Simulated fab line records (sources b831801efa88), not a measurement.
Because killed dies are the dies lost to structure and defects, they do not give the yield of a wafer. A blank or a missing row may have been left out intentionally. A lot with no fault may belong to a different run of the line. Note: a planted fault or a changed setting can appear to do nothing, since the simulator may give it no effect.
fab line records | flow sky130
record: lots: 11 | wafers: 33 | last-day: 49
route steps=708 shown LI_CONTACT@374 LOCAL_INTERCONNECT@401 CONTACT@406 PAD_OPEN@708
lots that met no fault: from a run of the same line without faults
start-h: the number of hours between the record's first day and the start of the first shown wafer of the lot | wait-h: hours from the lot's prior step to this one | " repeats the value in the row above | L1.1+2: a single row standing in for several wafers | - value missing, or start not given | * or withheld: withheld | < > ~ a bound
route shown NAME@n: a module of which the file shows steps, and the number in the route of the first | usual: the fault-free wafers' mean and standard deviation | same: alike in all rows | chamber/n: place in a boat | sites: readings site by site | _std_site: how widely they spread, as a standard deviation | _edge_site: the outer-site mean with the inner-site mean subtracted | radius-mm: how far each site lies from the wafer's centre | mask NAME#n: copy n | behind: the last tool/chamber to shape the wafer | hold: why the lot was held/for how many hours/how that ended | device: names the non-switching transistor (n, p or np) | end of line: at the end of the route, the tests of the same wafers | a step with no rows: only its recipe | killed: at the first sort, the dies lost to defects and structure; wafer yield is something else | map: shows each die of a wafer: x if killed, . if not, _ if none is there
set.NAME: the setting the step ran with; set.NAME@STEP: the setting that earlier step ran with | model.NAME: the simulator's own value behind a step, which no gauge read
one table for each step of the route and one row for each wafer, over a sample of lots
services: when a tool's chamber went out of use (start-h, in hours from the record's first day, below 0 if earlier), for how many hours, and the reason
== steps ==
step: SKY_LI_CONTACT_CD_MEAS_12
recipe: target-cd-nm: 170
usual: cd-nm: 169.8/1.8
lot.wafer | tool      | chamber | start-h | wait-h | cd-nm
L592.2    | cd-sem-02 | -       | 680.50  | -      | 170.0
L592.3    | "         | -       | "       | "      | 172.3
L592.6    | "         | -       | "       | "      | 171.7
L591.1    | cd-sem-02 | -       | 681.43  | -      | 170.4
L591.3    | "         | -       | "       | "      | 171.8
L591.6    | "         | -       | "       | "      | 170.7
L595.2    | cd-sem-02 | -       | 731.46  | -      | 167.4
L595.3    | "         | -       | "       | "      | 167.9
L595.5    | "         | -       | "       | "      | 166.9
L596.3    | cd-sem-01 | -       | 731.64  | -      | 167.9
L596.4    | "         | -       | "       | "      | 169.0
L596.6    | "         | -       | "       | "      | 168.2
L603.1    | cd-sem-02 | -       | 776.00  | -      | 171.0
L603.2    | "         | -       | "       | "      | 171.2
L603.6    | "         | -       | "       | "      | 171.4
L604.1    | cd-sem-02 | -       | 786.84  | -      | 166.4
L604.5    | "         | -       | "       | "      | 166.2
L604.6    | "         | -       | "       | "      | 167.0
L605.2    | cd-sem-02 | -       | 790.18  | -      | 167.3
L605.3    | "         | -       | "       | "      | 169.4
L605.5    | "         | -       | "       | "      | 167.8
L606.1    | cd-sem-01 | -       | 796.49  | -      | 171.1
L606.4    | "         | -       | "       | "      | 171.3
L606.5    | "         | -       | "       | "      | 169.6
L609.3    | cd-sem-02 | -       | 811.15  | -      | 173.5
L609.5    | "         | -       | "       | "      | 174.0
L609.6    | "         | -       | "       | "      | 173.3
L611.1    | cd-sem-02 | -       | 835.59  | -      | 170.6
L611.5    | "         | -       | "       | "      | 169.2
L611.6    | "         | -       | "       | "      | 170.3
L610.1    | cd-sem-02 | -       | 837.09  | -      | 168.3
L610.2    | "         | -       | "       | "      | 167.6
L610.6    | "         | -       | "       | "      | 169.4
step: SKY_LI_CONTACT_ETCH_15
recipe: target: PSG | chemistry: C4F8/O2/Ar | stop-on: Si | taper-deg: 4.15 | mask-material: KrF-thick | source-w: 1500 | bias-w: 1200 | pressure-mtorr: 40 | c4f8-flow-sccm: withheld | O2_flow_sccm: 6 | Ar_flow_sccm: 300 | time-s: withheld | target-depth-a: 6000
usual: bias-w: 1200/3.3 | chamber-pressure-mTorr: 40.00/0.035 | oes-product-au: 0.838/0.0045
lot.wafer | tool        | chamber | start-h | wait-h | bias-w | chamber-pressure-mTorr | oes-product-au
L592.2    | rie-diel-04 | 2       | 680.68  | 0.0    | 1196   | 39.99                  | 0.835
L592.3    | "           | 3       | "       | "      | 1199   | 39.99                  | 0.840
L592.6    | "           | 2       | "       | "      | 1199   | 39.93                  | 0.836
L591.1    | rie-diel-01 | 1       | 681.63  | 0.0    | 1204   | 40.00                  | 0.835
L591.3    | "           | 2       | "       | "      | 1203   | 40.05                  | 0.839
L591.6    | "           | 1       | "       | "      | 1201   | 40.03                  | 0.844
L595.2    | rie-diel-04 | 3       | 731.63  | 0.0    | 1204   | 40.00                  | 0.843
L595.3    | "           | 1       | "       | "      | 1199   | 40.06                  | 0.838
L595.5    | "           | 3       | "       | "      | 1197   | 40.01                  | 0.839
L596.3    | rie-diel-02 | 1       | 731.80  | 0.0    | 1201   | 39.97                  | 0.836
L596.4    | "           | 0       | "       | "      | 1199   | 40.02                  | 0.831
L596.6    | "           | 3       | "       | "      | 1201   | 39.98                  | 0.839
L603.1    | rie-diel-01 | 0       | 776.20  | 0.0    | 1200   | 40.02                  | 0.836
L603.2    | "           | 2       | "       | "      | 1202   | 39.99                  | 0.834
L603.6    | "           | 1       | "       | "      | 1202   | 40.05                  | 0.838
L604.1    | rie-diel-04 | 3       | 787.05  | 0.0    | 1199   | 40.04                  | 0.836
L604.5    | "           | 1       | "       | "      | 1206   | 39.98                  | 0.836
L604.6    | "           | 3       | "       | "      | 1199   | 40.00                  | 0.843
L605.2    | rie-diel-04 | 0       | 790.36  | 0.0    | 1198   | 39.99                  | 0.842
L605.3    | "           | 1       | "       | "      | 1197   | 39.99                  | 0.837
L605.5    | "           | 0       | "       | "      | 1201   | 40.03                  | 0.839
L606.1    | rie-diel-02 | 0       | 796.68  | 0.0    | 1198   | 40.02                  | 0.837
L606.4    | "           | 3       | "       | "      | 1202   | 40.01                  | 0.833
L606.5    | "           | 2       | "       | "      | 1197   | 40.06                  | 0.836
L609.3    | rie-diel-01 | 0       | 811.31  | 0.0    | 1192   | 40.04                  | 0.845
L609.5    | "           | 2       | "       | "      | 1195   | 40.04                  | 0.837
L609.6    | "           | 1       | "       | "      | 1203   | 40.02                  | 0.848
L611.1    | rie-diel-01 | 0       | 835.78  | 0.0    | 1199   | 40.04                  | 0.836
L611.5    | "           | 0       | "       | "      | 1199   | 39.97                  | 0.841
L611.6    | "           | 1       | "       | "      | 1199   | 39.98                  | 0.846
L610.1    | rie-diel-02 | 0       | 837.28  | 0.0    | 1206   | 40.00                  | 0.828
L610.2    | "           | 3       | "       | "      | 1202   | 40.06                  | 0.845
L610.6    | "           | 0       | "       | "      | 1205   | 39.99                  | 0.843
step: SKY_LOCAL_INTERCONNECT_METAL_ETCH_14
recipe: target-depth-nm: 110 | stop-on: PSG | chemistry: Cl2/BCl3 | target: TiN | resist-sidewall-deg: 88 | pressure-mtorr: 10 | icp-w: 900 | bias-w: 48.5 | Cl2_flow_sccm: 60 | bcl3-flow-sccm: 30 | time-s: 31.4
usual: bcl3-flow-sccm: 30.00/0.082 | bias-w: 48.50/0.12 | drypump-motor-current-A: 5.6/0.6 | oes-product-au: 0.923/0.0069 | throttle-valve-pct: 21.912/0.01
lot.wafer | tool         | chamber | start-h | wait-h | bcl3-flow-sccm | bias-w | drypump-motor-current-A | oes-product-au | rf-hours-counter-h | throttle-valve-pct
L592.2    | rie-metal-04 | 1       | 709.77  | 0.0    | 29.99          | 48.53  | 4.7                     | 0.922          | 13                 | 21.907
L592.3    | "            | 1       | "       | "      | 30.16          | 48.69  | 4.7                     | 0.923          | -                  | 21.919
L592.6    | "            | 0       | "       | "      | 30.00          | 48.23  | 6.5                     | 0.920          | -                  | 21.914
L591.1    | rie-metal-01 | 1       | 710.92  | 0.0    | 30.05          | 48.28  | 6.0                     | 0.920          | 12                 | 21.915
L591.3    | "            | 0       | "       | "      | 30.11          | 48.38  | 5.2                     | 0.924          | -                  | 21.920
L591.6    | "            | 0       | "       | "      | 30.08          | 48.61  | 5.2                     | 0.928          | -                  | 21.915
L595.2    | rie-metal-03 | 1       | 760.54  | 0.0    | 29.90          | 48.55  | 5.1                     | 0.920          | 10                 | 21.907
L595.3    | "            | 0       | "       | "      | 30.11          | 48.59  | 5.8                     | 0.927          | -                  | 21.886
L595.5    | "            | 1       | "       | "      | 29.85          | 48.54  | 5.1                     | 0.925          | -                  | 21.911
L596.3    | rie-metal-01 | 0       | 761.71  | 0.0    | 30.06          | 48.48  | 5.2                     | 0.924          | -                  | 21.911
L596.4    | "            | 1       | "       | "      | 29.98          | 48.50  | 6.1                     | 0.942          | -                  | 21.906
L596.6    | "            | 0       | "       | "      | 29.98          | 48.42  | 5.2                     | 0.928          | -                  | 21.914
L603.1    | rie-metal-03 | 0       | 803.87  | 0.0    | 30.03          | 48.37  | 5.8                     | 0.918          | 2                  | 21.907
L603.2    | "            | 1       | "       | "      | 29.99          | 48.51  | 5.1                     | 0.924          | 11                 | 21.928
L603.6    | "            | 1       | "       | "      | 30.04          | 48.64  | 5.1                     | 0.922          | -                  | 21.896
L604.1    | rie-metal-01 | 1       | 815.07  | 0.0    | 30.15          | 48.48  | 6.1                     | 0.925          | 15                 | 21.919
L604.5    | "            | 1       | "       | "      | 30.01          | 48.58  | 6.1                     | 0.928          | -                  | 21.912
L604.6    | "            | 0       | "       | "      | 29.94          | 48.54  | 5.2                     | 0.918          | -                  | 21.904
L605.2    | rie-metal-04 | 1       | 818.29  | 0.1    | 29.97          | 48.56  | 4.7                     | 0.935          | 17                 | 21.909
L605.3    | "            | 0       | "       | "      | 30.09          | 48.55  | 6.4                     | 0.915          | -                  | 21.923
L605.5    | "            | 1       | "       | "      | 29.90          | 48.49  | 4.7                     | 0.922          | -                  | 21.909
L606.1    | rie-metal-03 | 0       | 824.78  | 0.0    | 30.00          | 48.39  | 5.8                     | 0.918          | 3                  | 21.927
L606.4    | "            | 0       | "       | "      | 30.05          | 48.33  | 5.8                     | 0.915          | -                  | 21.901
L606.5    | "            | 1       | "       | "      | 29.94          | 48.41  | 5.1                     | 0.930          | -                  | 21.902
L609.3    | rie-metal-01 | 1       | 838.86  | 0.0    | 30.01          | 48.52  | 6.0                     | 0.931          | -                  | 21.908
L609.5    | "            | 1       | "       | "      | 30.02          | 48.40  | 6.0                     | 0.929          | -                  | 21.922
L609.6    | "            | 0       | "       | "      | 30.10          | 48.57  | 5.2                     | 0.922          | -                  | 21.916
L611.1    | rie-metal-04 | 1       | 863.19  | 0.0    | -              | -      | -                       | -              | -                  | -
L611.5    | "            | 1       | "       | "      | -              | -      | -                       | -              | -                  | -
L611.6    | "            | 0       | "       | "      | -              | -      | -                       | -              | -                  | -
L610.1    | rie-metal-03 | 1       | 864.53  | 0.0    | -              | -      | -                       | -              | -                  | -
L610.2    | "            | 0       | "       | "      | -              | -      | -                       | -              | -                  | -
L610.6    | "            | 1       | "       | "      | -              | -      | -                       | -              | -                  | -
step: SKY_LOCAL_INTERCONNECT_STRIP_15
recipe: chemistry: O2/N2 | power-w: 1400 | pressure-mtorr: 1500 | platen-temp-c: withheld | o2-flow-sccm: 3000 | n2-flow-sccm: 300 | overash-fraction: 0.5
usual: drypump-motor-current-A: 5.7/0.61 | oes-product-au: 0.427/0.0043 | strip-time-to-endpoint-s: 4.719/0.017
lot.wafer | tool            | chamber | start-h | wait-h | drypump-motor-current-A | oes-product-au | rf-hours-counter-h | strip-time-to-endpoint-s
L592.2    | plasma-asher-03 | 1       | 709.82  | 0.0    | 5.9                     | 0.430          | 88                 | 4.754
L592.3    | "               | 1       | "       | "      | 5.9                     | 0.424          | -                  | 4.718
L592.6    | "               | 1       | "       | "      | 5.9                     | 0.432          | -                  | 4.736
L591.1    | plasma-asher-01 | 1       | 710.97  | 0.0    | 6.1                     | 0.431          | 29                 | 4.747
L591.3    | "               | 0       | "       | "      | 6.5                     | 0.428          | -                  | 4.738
L591.6    | "               | 0       | "       | "      | 6.5                     | 0.422          | -                  | 4.732
L595.2    | plasma-asher-03 | 0       | 760.59  | 0.0    | 4.9                     | 0.423          | 93                 | 4.702
L595.3    | "               | 1       | "       | "      | 5.9                     | 0.424          | -                  | 4.725
L595.5    | "               | 1       | "       | "      | 5.9                     | 0.431          | -                  | 4.701
L596.3    | plasma-asher-04 | 1       | 761.78  | 0.1    | 4.9                     | 0.429          | -                  | 4.727
L596.4    | "               | 0       | "       | "      | 6.0                     | 0.425          | -                  | 4.701
L596.6    | "               | 1       | "       | "      | 4.9                     | 0.423          | -                  | 4.684
L603.1    | plasma-asher-03 | 1       | 803.92  | 0.0    | 5.9                     | 0.427          | 97                 | 4.724
L603.2    | "               | 0       | "       | "      | 4.9                     | 0.416          | 97                 | 4.690
L603.6    | "               | 0       | "       | "      | 4.9                     | 0.425          | -                  | 4.695
L604.1    | plasma-asher-01 | 1       | 815.12  | 0.0    | 6.0                     | 0.429          | 36                 | 4.747
L604.5    | "               | 1       | "       | "      | 6.1                     | 0.427          | -                  | 4.744
L604.6    | "               | 0       | "       | "      | 6.5                     | 0.425          | -                  | 4.725
L605.2    | plasma-asher-04 | 1       | 818.36  | 0.0    | 4.9                     | 0.426          | 8                  | 4.707
L605.3    | "               | 0       | "       | "      | 6.0                     | 0.430          | -                  | 4.707
L605.5    | "               | 1       | "       | "      | 4.9                     | 0.423          | -                  | 4.708
L606.1    | plasma-asher-04 | 0       | 824.83  | 0.0    | 6.0                     | 0.426          | 9                  | 4.730
L606.4    | "               | 0       | "       | "      | 6.0                     | 0.421          | -                  | 4.730
L606.5    | "               | 1       | "       | "      | 4.9                     | 0.426          | -                  | 4.719
L609.3    | plasma-asher-01 | 1       | 838.92  | 0.1    | 6.1                     | 0.435          | -                  | 4.699
L609.5    | "               | 0       | "       | "      | 6.5                     | 0.422          | -                  | 4.716
L609.6    | "               | 1       | "       | "      | 6.1                     | 0.420          | -                  | 4.707
L611.1    | plasma-asher-04 | 0       | 863.24  | 0.0    | 6.0                     | 0.447          | 13                 | 5.182
L611.5    | "               | 1       | "       | "      | 4.9                     | 0.447          | -                  | 5.198
L611.6    | "               | 0       | "       | "      | 6.0                     | 0.452          | -                  | 5.175
L610.1    | plasma-asher-01 | 1       | 864.58  | 0.0    | 6.1                     | 0.449          | 41                 | 5.180
L610.2    | "               | 0       | "       | "      | 6.5                     | 0.448          | 41                 | 5.189
L610.6    | "               | 1       | "       | "      | 6.1                     | 0.453          | -                  | 5.206
step: SKY_CONTACT_CVD_00
recipe: material: Si3N4 | target-thk-nm: 75 | temp-c: 400 | time-s: withheld | rf-w: 450
usual: heater-power-w: 771/110
lot.wafer | tool     | chamber | start-h | wait-h | heater-power-w
L592.2    | pecvd-03 | 1       | 710.44  | 0.0    | 619
L592.3    | "        | 0       | "       | "      | 864
L592.6    | "        | 2       | "       | "      | 942
L591.1    | pecvd-04 | 2       | 711.60  | 0.0    | 779
L591.3    | "        | 1       | "       | "      | 732
L591.6    | "        | 1       | "       | "      | 763
L595.2    | pecvd-02 | 2       | 761.19  | 0.0    | 675
L595.3    | "        | 0       | "       | "      | 717
L595.5    | "        | 2       | "       | "      | 676
L596.3    | pecvd-04 | 2       | 762.37  | 0.0    | 779
L596.4    | "        | 1       | "       | "      | 881
L596.6    | "        | 2       | "       | "      | 788
L603.1    | pecvd-04 | 0       | 804.53  | 0.0    | 750
L603.2    | "        | 0       | "       | "      | 763
L603.6    | "        | 0       | "       | "      | 748
L604.1    | pecvd-03 | 0       | 815.73  | 0.0    | 792
L604.5    | "        | 1       | "       | "      | 598
L604.6    | "        | 0       | "       | "      | 806
L605.2    | pecvd-02 | 2       | 818.95  | 0.0    | 600
L605.3    | "        | 2       | "       | "      | 600
L605.5    | "        | 0       | "       | "      | 768
L606.1    | pecvd-03 | 2       | 825.44  | 0.0    | 842
L606.4    | "        | 0       | "       | "      | 853
L606.5    | "        | 0       | "       | "      | 843
L609.3    | pecvd-03 | 0       | 839.53  | 0.0    | 892
L609.5    | "        | 2       | "       | "      | 916
L609.6    | "        | 0       | "       | "      | 942
step: SKY_PAD_OPEN_PROBE_99
usual: killed_at_M0_to_M3: 44/6.8 | killed_at_M4_up: 3.1/1.9 | killed-at-contacts: 25/5.9 | killed-at-front-end: 15/4.3 | killed-at-other: 0.2/0.51 | killed-dies: 87/11 | killed-on-rim: 17/3.6 | killed-open: 47/7.9 | killed-short: 39/6.4
same: gross-dies: 492 | killed-at-back-side: 0
lot.wafer | tool      | chamber | start-h | wait-h | killed_at_M0_to_M3 | killed_at_M4_up | killed-at-contacts | killed-at-front-end | killed-at-other | killed-dies | killed-on-rim | killed-open | killed-short
L596.3    | prober-01 | -       | 1121.37 | 0.2    | 52                 | 3               | 29                 | 14                  | 0               | 98          | 17            | 51          | 47
L596.4    | prober-01 | -       | 1121.42 | 0.2    | 38                 | 3               | 28                 | 17                  | 0               | 86          | 14            | 53          | 33
L596.6    | prober-01 | -       | 1121.52 | 0.2    | 40                 | 5               | 22                 | 11                  | 0               | 78          | 11            | 44          | 34
L604.1    | prober-02 | -       | 1160.15 | 0.1    | 38                 | 6               | 22                 | 9                   | 0               | 75          | 12            | 42          | 33
L604.5    | prober-02 | -       | 1160.35 | 0.2    | 43                 | 3               | 26                 | 15                  | 1               | 88          | 19            | 48          | 40
L604.6    | prober-02 | -       | 1160.40 | 0.2    | 38                 | 0               | 41                 | 6                   | 0               | 85          | 17            | 51          | 34
L605.2    | prober-01 | -       | 1160.99 | 0.1    | 43                 | 4               | 24                 | 16                  | 0               | 87          | 17            | 45          | 42
L605.3    | prober-01 | -       | 1161.04 | 0.2    | 31                 | 4               | 28                 | 9                   | 1               | 73          | 17            | 29          | 44
L605.5    | prober-01 | -       | 1161.14 | 0.2    | 44                 | 3               | 19                 | 11                  | 0               | 77          | 19            | 33          | 44
L611.1    | prober-02 | -       | 1185.27 | 0.1    | 39                 | 4               | 437                | 12                  | 0               | 492         | 96            | 42          | 36
L611.5    | prober-02 | -       | 1185.47 | 0.2    | 47                 | 1               | 433                | 11                  | 0               | 492         | 96            | 54          | 33
L611.6    | prober-02 | -       | 1185.52 | 0.2    | 42                 | 5               | 436                | 9                   | 0               | 492         | 96            | 53          | 29
L610.1    | prober-01 | -       | 1186.27 | 0.1    | 41                 | 2               | 435                | 14                  | 0               | 492         | 96            | 32          | 47
L610.2    | prober-01 | -       | 1186.32 | 0.1    | 42                 | 2               | 431                | 17                  | 0               | 492         | 96            | 48          | 29
L610.6    | prober-01 | -       | 1186.52 | 0.2    | 48                 | 7               | 421                | 16                  | 0               | 492         | 96            | 59          | 37
killed by level:class
L596.3 CONTACT:geometric-particle:open=12 VIA1:geometric-particle:open=12 VIA2:geometric-particle:open=9 VIA1:geometric-particle:short=8 METAL1:geometric-particle:short=6 CONTACT:geometric-particle:short=5 METAL2:geometric-particle:short=5 VIA3:geometric-particle:short=5
L596.4 CONTACT:geometric-particle:open=11 VIA1:geometric-particle:open=11 LI_CONTACT:geometric-particle:open=8 METAL2:geometric-particle:short=7 VIA3:geometric-particle:open=7 FIELD_ISO:geometric-particle:short=6 CONTACT:geometric-particle:short=5 VIA2:geometric-particle:open=4
L596.6 CONTACT:geometric-particle:open=13 VIA1:geometric-particle:open=8 METAL1:geometric-particle:short=6 POLY_GATE:geometric-particle:open=6 VIA3:geometric-particle:short=6 VIA2:geometric-particle:open=4 VIA3:geometric-particle:open=4 VIA1:geometric-particle:short=4
L604.1 VIA1:geometric-particle:open=10 LI_CONTACT:geometric-particle:open=8 CONTACT:geometric-particle:short=6 VIA2:geometric-particle:open=6 CONTACT:geometric-particle:open=5 METAL1:geometric-particle:short=5 METAL4:geometric-particle:short=5 VIA2:geometric-particle:short=4
L604.5 VIA1:geometric-particle:open=15 CONTACT:geometric-particle:open=9 CONTACT:geometric-particle:short=6 VIA2:geometric-particle:open=6 LI_CONTACT:geometric-particle:open=5 METAL2:geometric-particle:short=5 VIA1:geometric-particle:short=5 POLY_GATE:geometric-particle:short=4
L604.6 CONTACT:geometric-particle:open=19 VIA3:geometric-particle:open=9 LI_CONTACT:geometric-particle:short=8 VIA2:geometric-particle:open=8 LI_CONTACT:geometric-particle:open=7 VIA1:geometric-particle:short=6 CONTACT:geometric-particle:short=5 VIA1:geometric-particle:open=5
L605.2 VIA1:geometric-particle:open=10 METAL2:geometric-particle:short=8 VIA3:geometric-particle:open=8 LI_CONTACT:geometric-particle:open=7 LOCAL_INTERCONNECT:geometric-particle:short=6 METAL3:geometric-particle:short=6 FIELD_ISO:geometric-particle:open=5 VIA2:geometric-particle:open=5
L605.3 LOCAL_INTERCONNECT:geometric-particle:short=8 VIA3:geometric-particle:open=6 CONTACT:geometric-particle:open=6 CONTACT:geometric-particle:short=6 VIA1:geometric-particle:open=6 LI_CONTACT:geometric-particle:short=5 VIA3:geometric-particle:short=5 LI_CONTACT:geometric-particle:open=3
L605.5 VIA3:geometric-particle:open=11 VIA1:geometric-particle:short=8 LI_CONTACT:geometric-particle:open=6 METAL3:geometric-particle:short=6 VIA3:geometric-particle:short=5 LOCAL_INTERCONNECT:geometric-particle:short=4 CONTACT:geometric-particle:open=4 METAL1:geometric-particle:short=4
L611.1 LOCAL_INTERCONNECT:area-etch=414 CONTACT:geometric-particle:open=11 VIA1:geometric-particle:open=11 VIA1:geometric-particle:short=8 METAL1:geometric-particle:short=7 LOCAL_INTERCONNECT:geometric-particle:short=4 CONTACT:geometric-particle:short=4 VIA2:geometric-particle:open=4
L611.5 LOCAL_INTERCONNECT:area-etch=405 CONTACT:geometric-particle:open=13 VIA2:geometric-particle:open=11 VIA1:geometric-particle:open=11 LI_CONTACT:geometric-particle:open=7 VIA3:geometric-particle:open=6 METAL1:geometric-particle:short=5 LI_CONTACT:geometric-particle:short=4
L611.6 LOCAL_INTERCONNECT:area-etch=410 VIA1:geometric-particle:open=14 CONTACT:geometric-particle:open=13 VIA3:geometric-particle:open=7 LI_CONTACT:geometric-particle:open=6 FIELD_ISO:geometric-particle:open=4 CONTACT:geometric-particle:short=4 VIA1:geometric-particle:short=4
L610.1 LOCAL_INTERCONNECT:area-etch=413 METAL1:geometric-particle:short=8 VIA2:geometric-particle:open=8 LOCAL_INTERCONNECT:geometric-particle:short=7 POLY_GATE:geometric-particle:short=6 METAL2:geometric-particle:short=6 LI_CONTACT:geometric-particle:open=5 CONTACT:geometric-particle:open=5
L610.2 LOCAL_INTERCONNECT:area-etch=415 VIA2:geometric-particle:open=10 VIA1:geometric-particle:open=9 CONTACT:geometric-particle:open=7 METAL2:geometric-particle:short=6 POLY_GATE:geometric-particle:short=5 POLY_GATE:geometric-particle:open=5 VIA1:geometric-particle:short=5
L610.6 LOCAL_INTERCONNECT:area-etch=396 VIA2:geometric-particle:open=12 VIA1:geometric-particle:open=12 CONTACT:geometric-particle:open=11 VIA1:geometric-particle:short=8 POLY_GATE:geometric-particle:open=7 LI_CONTACT:geometric-particle:open=7 METAL4:geometric-particle:short=6
== services ==
tool            | chamber | start-h | hours | kind
pecvd-04        | 2       | 690.42  | 18.6  | repair
rie-diel-02     | 2       | 690.66  | 6.2   | repair
pecvd-04        | 0       | 703.25  | 3.0   | repair
rie-metal-01    | -       | 713.53  | 0.5   | repair
plasma-asher-01 | -       | 716.31  | 1.6   | repair
plasma-asher-04 | -       | 733.75  | 9.0   | pm
rie-diel-02     | 3       | 757.65  | 10.9  | repair
rie-metal-04    | -       | 767.65  | 2.8   | pm
rie-diel-01     | 3       | 770.78  | 11.6  | repair
plasma-asher-03 | -       | 777.19  | 2.8   | pm
rie-diel-04     | 0       | 779.49  | 10.2  | repair
plasma-asher-01 | -       | 783.80  | 28.1  | pm
pecvd-04        | 2       | 794.15  | 6.0   | repair
pecvd-04        | -       | 795.64  | 0.8   | repair
rie-diel-01     | 1       | 796.84  | 9.5   | repair
pecvd-04        | 1       | 799.72  | 5.7   | repair
pecvd-03        | -       | 804.13  | 6.0   | pm
rie-diel-02     | 0       | 815.64  | 8.6   | repair
rie-metal-03    | 0       | 817.35  | 3.8   | repair
rie-diel-01     | 0       | 824.97  | 5.5   | repair
plasma-asher-03 | -       | 826.17  | 1.5   | repair
rie-diel-04     | 0       | 841.93  | 2.9   | repair
rie-diel-04     | -       | 848.53  | 14.6  | pm
rie-metal-04    | -       | 849.77  | 0.3   | repair
== key ==
first-sign: step: SKY_LOCAL_INTERCONNECT_METAL_ETCH_14 | reading: tool-record | direction: missing
effect: step: SKY_LOCAL_INTERCONNECT_STRIP_15 | reading: strip-time-to-endpoint-s | direction: up | sigmas: 28 | usual: * | struck: *
effect: step: SKY_PAD_OPEN_PROBE_99 | reading: killed-at-contacts | direction: up | sigmas: 69 | usual: 25 | struck: 432
more-kills-born-at: SKY_LOCAL_INTERCONNECT_METAL_ETCH_14@rie-metal-04: 1229 | SKY_LOCAL_INTERCONNECT_METAL_ETCH_14@rie-metal-03: 1224
met-at SKY_LOCAL_INTERCONNECT_METAL_ETCH_14
struck-lots L610,L611
later-rows-left-out L610.1,L610.2,L610.6,L611.1,L611.5,L611.6
tester-left-out L610,L611
not-acting-at SKY_LI_CONTACT_CD_MEAS_12,SKY_LI_CONTACT_ETCH_15,SKY_CONTACT_CVD_00
onset-between 824.78 863.19
fault: kind: skipped-step-whole | tool: rie-metal-03,rie-metal-04 | chamber: - | onset-h: 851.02 | steps: SKY_LOCAL_INTERCONNECT_METAL_ETCH_14 | scope: struck-lots-only
tester-left-out: of these lots the tester's yield and bins aren't shown, on N5 and GAA mostly nor the transistor test; their killed dies are dies lost to structure and defects alone, not to doping, threshold or leakage, so they don't give the yield
later-rows-left-out: the simulator's readings of these wafers behind a module that went badly wrong aren't trusted and aren't shown, but for the sort
